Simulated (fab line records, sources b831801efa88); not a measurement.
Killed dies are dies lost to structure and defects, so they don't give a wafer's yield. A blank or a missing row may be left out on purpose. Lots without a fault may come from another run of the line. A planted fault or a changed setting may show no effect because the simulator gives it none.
fab line records | flow gf180mcu | part 2 of 2: steps 30 to 39 of 39
record lots=5 wafers=15 last_day=34
route steps=602 shown V3@439 M4@456 V4@476
lots that met no fault: from a run of the same line without faults
start_h: hours from the record's first day to the start of the lot's first wafer shown | wait_h: hours since the lot's step before | " the same as in the row above | L1.1+2: a row that stands for several wafers | - no value, or no start given | * or withheld: withheld | < > ~ a bound
route shown NAME@n: a module of which the file shows steps, and the number in the route of the first | usual: mean/standard deviation of fault-free wafers | same: alike in all rows | chamber/n: place in a boat | sites: the reading at each site | _std_site: their standard deviation | _edge_site: outer sites' mean less inner sites' | radius_mm: how far each site lies from the wafer's centre | mask NAME#n: copy n | behind: the tool/chamber that last shaped the wafer | hold: why the lot was held/for how many hours/how that ended | device: the transistor (n, p or np) that didn't switch | end of line: the same wafers' tests at the end of the route | a step without rows: its recipe alone | killed: dies lost to structure and defects at the first sort, not the wafer's yield | map: a wafer's dies, x killed, . not, _ none there
set.NAME: the setting as run; set.NAME@STEP: as run at that earlier step | model.NAME: the simulator's own value behind a step, which no gauge read
lots at some steps of the route; a table a step, a row a wafer
services: from which hour (start_h, from the record's first day; less than 0 if before it) a tool's chamber was out of use, for how many hours, and why
## steps
# step GF_M4_PEB_12
# recipe peb_temp_c=135 peb_time_s=90 resist=KrF
# columns lot.wafer tool chamber start_h wait_h
L080.2+3+4 litho_track-03 0 - -
L083.1+4+5 litho_track-01 0 - -
L089.2+3+5 litho_track-04 0 - -
L091.2+4+6 litho_track-03 0 - -
L096.1+5+6 litho_track-03 0 - -
# step GF_M4_DEVELOP_13
# recipe develop_time_s=60 dev_temp_c=21
# columns lot.wafer tool chamber start_h wait_h
L080.2+3+4 litho_track-03 0 586.20 0.2
L083.1+4+5 litho_track-01 0 614.57 0.2
L089.2+3+5 litho_track-04 0 659.46 0.2
L091.2+4+6 litho_track-03 0 672.40 0.2
L096.1+5+6 litho_track-03 0 705.07 0.2
# step GF_M4_CD_MEAS_14
# recipe target_cd_nm=280
# usual cd_nm=280.4/1.1
# columns lot.wafer tool chamber start_h wait_h cd_nm
L080.2 cd_sem-02 - 586.34 0.1 279.9
L080.3 " - " " 281.5
L080.4 " - " " 281.1
L083.1 cd_sem-01 - 614.73 0.1 282.1
L083.4 " - " " 282.7
L083.5 " - " " 282.7
L089.2 cd_sem-02 - 659.60 0.1 280.8
L089.3 " - " " 282.0
L089.5 " - " " 281.7
L091.2 cd_sem-02 - 672.56 0.1 279.7
L091.4 " - " " 280.0
L091.6 " - " " 280.7
L096.1 cd_sem-01 - 705.22 0.1 280.1
L096.5 " - " " 279.5
L096.6 " - " " 280.1
# step GF_M4_OVL_MEAS_15
# usual M4_OVL=3/4.6
# columns lot.wafer tool chamber start_h wait_h M4_OVL[nm]
L080.2 overlay-01 - 586.45 0.1 -8
L080.3 " - " " -1
L080.4 " - " " 0
L083.1 overlay-02 - 614.85 0.1 5
L083.4 " - " " 2
L083.5 " - " " -1
L089.2 overlay-02 - 659.71 0.1 -5
L089.3 " - " " 3
L089.5 " - " " 0
L091.2 overlay-02 - 672.67 0.1 5
L091.4 " - " " 6
L091.6 " - " " 0
L096.1 overlay-02 - 705.34 0.1 4
L096.5 " - " " 4
L096.6 " - " " 5
# step GF_M4_METAL_ETCH_16
# recipe chemistry=Cl2/BCl3 mask_material=KrF target_depth_nm=750.8 stop_on=SiO2 pressure_mtorr=8 icp_w=800 bias_w=140 Cl2_flow_sccm=80 bcl3_flow_sccm=40 time_s=125.1
# usual chamber_pressure_mTorr=7.999/0.0072 drypump_motor_current_A=5.5/0.42 he_backside_leak_sccm=3.4/0.34 oes_product_au=0.988/0.006 throttle_valve_pct=28.232/0.01
# columns lot.wafer tool chamber start_h wait_h chamber_pressure_mTorr drypump_motor_current_A he_backside_leak_sccm oes_product_au rf_hours_counter_h throttle_valve_pct
L080.2 rie_metal-02 0 586.48 0.0 8.005 5.6 3.4 0.991 6 28.221
L080.3 " 1 " " 8.004 4.8 3.7 1.000 - 28.247
L080.4 " 0 " " 8.009 5.6 3.4 0.995 - 28.216
L083.1 rie_metal-03 0 614.88 0.0 8.002 5.4 3.5 0.999 10 28.238
L083.4 " 1 " " 7.995 5.2 3.0 0.990 - 28.229
L083.5 " 1 " " 7.999 5.2 3.0 0.996 - 28.221
L089.2 rie_metal-03 1 659.74 0.0 7.980 5.2 2.8 0.996 6 28.231
L089.3 " 1 " " 7.982 5.2 3.0 0.999 - 28.213
L089.5 " 0 " " 8.008 5.4 3.5 0.980 - 28.249
L091.2 rie_metal-02 1 672.70 0.0 8.001 4.9 3.5 0.982 1 28.238
L091.4 " 1 " " 8.005 4.8 3.5 0.986 - 28.214
L091.6 " 0 " " 7.997 5.6 3.4 0.986 - 28.230
L096.1 rie_metal-02 0 705.38 0.0 8.003 5.6 3.3 0.992 11 28.222
L096.5 " 0 " " 7.995 5.6 3.4 0.986 - 28.239
L096.6 " 1 " " 8.002 4.8 3.6 0.976 - 28.230
# step GF_M4_STRIP_17
# recipe chemistry=O2/N2 power_w=1400 pressure_mtorr=1500 platen_temp_c=250 o2_flow_sccm=3000 n2_flow_sccm=300 overash_fraction=0.5
# usual chamber_pressure_mTorr=1500.0/1.4 drypump_motor_current_A=6.02/0.27 heater_power_w=324/61 o2_flow_sccm=2999/8.9 oes_product_au=0.540/0.0048 strip_time_to_endpoint_s=7.42/0.044
# columns lot.wafer tool chamber start_h wait_h chamber_pressure_mTorr drypump_motor_current_A heater_power_w o2_flow_sccm oes_product_au rf_hours_counter_h strip_time_to_endpoint_s
L080.2 plasma_asher-04 1 586.61 0.1 1500.6 6.08 384 3002 0.540 82 7.40
L080.3 " 0 " " 1498.8 5.94 277 2999 0.537 - 7.37
L080.4 " 1 " " 1503.1 6.03 395 3001 0.536 - 7.40
L083.1 plasma_asher-04 0 615.01 0.1 1501.6 5.99 271 3012 0.543 85 7.47
L083.4 " 1 " " 1498.6 6.05 384 2981 0.539 - 7.41
L083.5 " 1 " " 1500.4 6.04 388 2987 0.541 - 7.34
L089.2 plasma_asher-04 1 659.87 0.1 1498.7 6.06 383 3008 0.539 89 7.38
L089.3 " 1 " " 1499.5 6.06 389 2993 0.530 - 7.38
L089.5 " 0 " " 1499.1 5.99 274 3002 0.545 - 7.49
L091.2 plasma_asher-04 1 672.83 0.1 1498.7 6.02 388 2992 0.547 91 7.44
L091.4 " 0 " " 1498.6 5.97 280 3001 0.541 - 7.43
L091.6 " 0 " " 1500.5 5.98 275 2997 0.539 - 7.40
L096.1 plasma_asher-02 0 705.51 0.1 1499.9 5.37 295 2984 0.541 27 7.43
L096.5 " 0 " " 1500.6 5.34 302 3003 0.537 - 7.45
L096.6 " 1 " " 1499.1 6.25 429 3013 0.546 - 7.46
# step GF_M4_STRIP_18
# recipe chemistry=post_etch_residue_remover time_s=1200 temp_c=72.5
# columns lot.wafer tool chamber start_h wait_h
L080.2+3+4 wet_bench-02 1 586.71 0.1
L083.1+4+5 wet_bench-02 2 615.11 0.1
L089.2+3+5 wet_bench-04 2 659.97 0.1
L091.2+4+6 wet_bench-02 2 672.93 0.1
L096.1+5+6 wet_bench-01 2 705.61 0.1
# step GF_M4_CLEAN_19
# recipe chemistry=DIW dry=n2_spin
# columns lot.wafer tool chamber start_h wait_h
L080.2+3+4 wet_bench-01 1 587.05 0.0
L083.1+4+5 wet_bench-01 0 615.45 0.0
L089.2+3+5 wet_bench-01 3 660.31 0.0
L091.2+4+6 wet_bench-04 3 673.31 0.0
L096.1+5+6 wet_bench-01 0 706.01 0.0
# step GF_V4_CVD_00
# recipe material=SiO2 target_thk_nm=600 sigma_open_frac=0.3 temp_c=400 time_s=100 sih4_flow_sccm=60 pressure_mtorr=6
# columns lot.wafer tool chamber start_h wait_h
L080.2+3+4 hdpcvd-01 0,1,2 587.23 0.0
L083.1+4+5 hdpcvd-01 2,1,2 615.55 0.0
L089.2+3+5 hdpcvd-02 0,1,0 660.41 0.0
L091.2+4+6 hdpcvd-01 2,1,2 673.41 0.0
L096.1+5+6 hdpcvd-02 1,0,2 706.12 0.0
# step GF_V4_THK_MEAS_01
# recipe reads=SiO2_of_V4_CVD_00
# usual V4_CVD_00_THK=599/6
# columns lot.wafer tool chamber start_h wait_h V4_CVD_00_THK[nm]
L080.2 film_metro-01 - 587.31 0.0 603
L080.3 " - " " 609
L080.4 " - " " 600
L083.1 film_metro-03 - 615.62 0.0 599
L083.4 " - " " 602
L083.5 " - " " 602
L089.2 film_metro-03 - 660.53 0.1 595
L089.3 " - " " 591
L089.5 " - " " 599
L091.2 film_metro-03 - 673.49 0.0 599
L091.4 " - " " 605
L091.6 " - " " 603
L096.1 film_metro-01 - 706.19 0.0 592
L096.5 " - " " 604
L096.6 " - " " 591
## services
# columns tool chamber start_h hours kind
rie_diel-01 3 535.25 25.3 repair
hdpcvd-01 - 539.25 15.0 pm
cmp-01 - 552.41 8.6 pm
krf_scanner-02 - 559.66 1.0 pm
hdpcvd-01 1 561.03 4.9 repair
cvd_w-01 1 562.21 2.7 repair
krf_scanner-02 - 568.96 0.8 pm
krf_scanner-02 - 574.26 1.5 repair
pvd_sputter-04 - 582.85 8.4 repair
pvd_sputter-01 - 593.74 5.9 repair
krf_scanner-02 - 599.87 7.2 pm
krf_scanner-01 - 613.99 3.6 pm
pvd_sputter-01 - 618.58 2.3 repair
krf_scanner-02 - 621.41 1.3 pm
krf_scanner-02 - 622.89 0.7 repair
wet_bench-02 - 634.20 4.5 repair
wet_bench-04 - 645.38 4.4 pm
krf_scanner-01 - 667.76 1.0 pm
rie_diel-01 0 669.28 3.8 repair
krf_scanner-01 - 669.42 0.8 pm
rie_diel-01 3 675.53 29.2 repair
rie_diel-01 - 691.54 4.3 pm
krf_scanner-01 - 692.76 4.0 pm
krf_scanner-01 - 696.78 1.3 pm
